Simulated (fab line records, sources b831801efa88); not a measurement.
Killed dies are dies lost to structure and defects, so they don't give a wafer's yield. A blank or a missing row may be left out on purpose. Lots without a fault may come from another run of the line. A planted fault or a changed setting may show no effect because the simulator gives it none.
Which tool did it? | flow gf180mcu | 13 lots, 39 wafers sampled, at 4 steps of a route of 602

WHAT THE GAUGES READ, wafer by wafer
GF_M1_CD_MEAS_14: target cd 230 nm.
lot  | measured     | on        | cd_nm (nm)
L210 | day 19 00:22 | cd_sem-02 | 229.3 230.4 229.2
L211 | day 19 13:40 | cd_sem-02 | 233.0 231.8 232.2
L212 | day 19 21:37 | cd_sem-01 | 230.7 230.6 230.0
L214 | day 20 10:55 | cd_sem-01 | 228.5 228.4 228.8
L216 | day 21 05:41 | cd_sem-01 | 229.7 229.7 230.2
L217 | day 21 12:31 | cd_sem-01 | 229.5 227.8 229.8
L218 | day 22 03:50 | cd_sem-01 | 230.7 229.0 230.5
L220 | day 22 20:40 | cd_sem-01 | 226.8 228.2 226.6
L225 | day 24 08:23 | cd_sem-01 | 234.6 235.1 235.8
L226 | day 24 13:34 | cd_sem-02 | 234.0 232.9 233.6
L227 | day 25 02:28 | cd_sem-02 | 230.9 229.8 229.0
L232 | day 26 10:31 | cd_sem-01 | 228.5 229.4 229.5
L233 | day 26 15:03 | cd_sem-02 | 230.0 229.8 230.4

GF_M2_THK_MEAS_06: measures by xrf.
lot  | measured     | on            | M2_ALCU_THK (nm)
L210 | day 20 04:32 | film_metro-02 | 446 440 446
L211 | day 20 18:38 | film_metro-01 | 444 443 444
L212 | day 21 02:25 | film_metro-01 | 439 445 441
L214 | day 21 16:05 | film_metro-01 | 451 454 453
L216 | day 22 10:00 | film_metro-02 | 430 433 429
L217 | day 22 16:41 | film_metro-01 | 460 450 443
L218 | day 23 07:35 | film_metro-02 | 438 438 437
L220 | day 24 00:14 | film_metro-01 | 456 446 450
L225 | day 25 10:44 | film_metro-02 | 448 442 446
L226 | day 25 16:04 | film_metro-04 | 445 446 446
L227 | day 26 03:35 | film_metro-04 | 453 452 446
L232 | day 27 11:22 | film_metro-02 | 455 451 455
L233 | day 27 16:28 | film_metro-04 | 445 446 441

GF_M2_OVL_MEAS_15.
lot  | measured     | on         | M2_OVL (nm)
L210 | day 21 05:59 | overlay-02 | -3 3 4
L211 | day 21 20:30 | overlay-02 | 4 1 11
L212 | day 22 03:41 | overlay-02 | 0 -5 -2
L214 | day 22 16:29 | overlay-01 | -6 -1 6
L216 | day 23 10:17 | overlay-01 | 8 3 10
L217 | day 23 16:38 | overlay-02 | 8 -4 0
L218 | day 24 07:39 | overlay-02 | -6 -2 1
L220 | day 24 22:13 | overlay-02 | 13 15 13
L225 | day 26 09:25 | overlay-02 | -7 -9 -3
L226 | day 26 14:37 | overlay-02 | -4 -2 -8
L227 | day 27 01:17 | overlay-01 | 5 -9 -3
L232 | day 28 08:32 | overlay-02 | 1 1 2
L233 | day 28 13:24 | overlay-02 | -13 -10 -10

WHICH TOOL RAN EACH LOT (tool, then ch and the chambers of the sampled wafers, then the start)
lot  | GF_M1_SOFTBAKE_10
L210 | litho_track-01 ch 0, day 18 12:46
L211 | litho_track-02 ch 0, day 19 01:37
L212 | litho_track-01 ch 0, day 19 08:26
L214 | litho_track-01 ch 0, day 19 22:53
L216 | litho_track-04 ch 0, day 20 17:23
L217 | litho_track-01 ch 0, day 20 23:38
L218 | litho_track-01 ch 0, day 21 14:46
L220 | litho_track-01 ch 0, day 22 07:55
L225 | litho_track-01 ch 0, day 23 20:19
L226 | litho_track-01 ch 0, day 24 02:14
L227 | litho_track-02 ch 0, day 24 14:34
L232 | litho_track-02 ch 0, day 25 22:25
L233 | litho_track-02 ch 0, day 26 04:01
- GF_M1_SOFTBAKE_10: time 60 s.

WHAT THE TOOLS THEMSELVES READ (means of the sampled wafers that have a number; where no wafer has one, the mark that the record gives instead)
GF_M1_SOFTBAKE_10.
lot  | tool           | heater_power_total_W (W) | resist_line_temp_C (C) | run_length_s (s)
L210 | litho_track-01 | 93.06                    | 22.94                  | 89.01
L211 | litho_track-02 | 93.06                    | 23.08                  | 89.05
L212 | litho_track-01 | 93.04                    | 22.95                  | 89.27
L214 | litho_track-01 | 93.07                    | 23.09                  | 89.19
L216 | litho_track-04 | 93.09                    | 23.04                  | 89.03
L217 | litho_track-01 | 93.04                    | 22.88                  | 89.07
L218 | litho_track-01 | 93.03                    | 23.12                  | 89.10
L220 | litho_track-01 | 93.04                    | 22.91                  | 89.05
L225 | litho_track-01 | 102.80                   | 22.88                  | 73.44
L226 | litho_track-01 | 102.78                   | 22.87                  | 73.61
L227 | litho_track-02 | 93.07                    | 22.92                  | 89.07
L232 | litho_track-02 | 93.00                    | 22.90                  | 89.16
L233 | litho_track-02 | 93.05                    | 23.03                  | 89.23

THE ANSWER, worked out from the rows above alone
Rule: what is usual is taken from the lots themselves. Put in order of their means at a reading, lots are off if they are a third of the lots or fewer, leave a main group of 4 or more, and stand apart from it by a gap of 3 or more times the standard deviation of the main group's means; of several such gaps the widest counts. A main group whose means are all the same, to the digits that the tables above print for the reading, isn't used. A lot without any number at a reading at which 4 lots or more have one is off too. The other lots that the step has rows for count as sound. The gauges are gone through in route order, then the tools' own readings, and for those a lot's mean is taken as printed above. The first step at which some lot is off is used, and at that step the reading that is off furthest; a lot without a number counts as furthest.
Off: L225, L226, at GF_M1_SOFTBAKE_10 (heater_power_total_W). The main group: mean 93.05 W, standard deviation 0.023.
A tool fits if, at that step or a process step before it, it ran every lot that is off, and no sound lot after the first of them. One fits: litho_track-01 at GF_M1_SOFTBAKE_10. Its last sound lot is L220 (day 22 07:55), its first lot that is off L225 (day 23 20:19): a fault that began between those two fits.
The tool's own readings at GF_M1_SOFTBAKE_10 bear it out: on the lots that are off they differ by more than 5 times the standard deviation of the sound lots' means. heater_power_total_W reads 102.79 W there against 93.05 W on the sound lots; run_length_s reads 73.53 s there against 89.11 s on the sound lots.

WHAT THE SIMULATOR HAD PUT IN
Process parameter drift: litho_track-01, from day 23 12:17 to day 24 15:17, at GF_M1_SOFTBAKE_10. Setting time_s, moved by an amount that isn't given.
Lots struck among those shown: L225, L226. The rule above found the same.
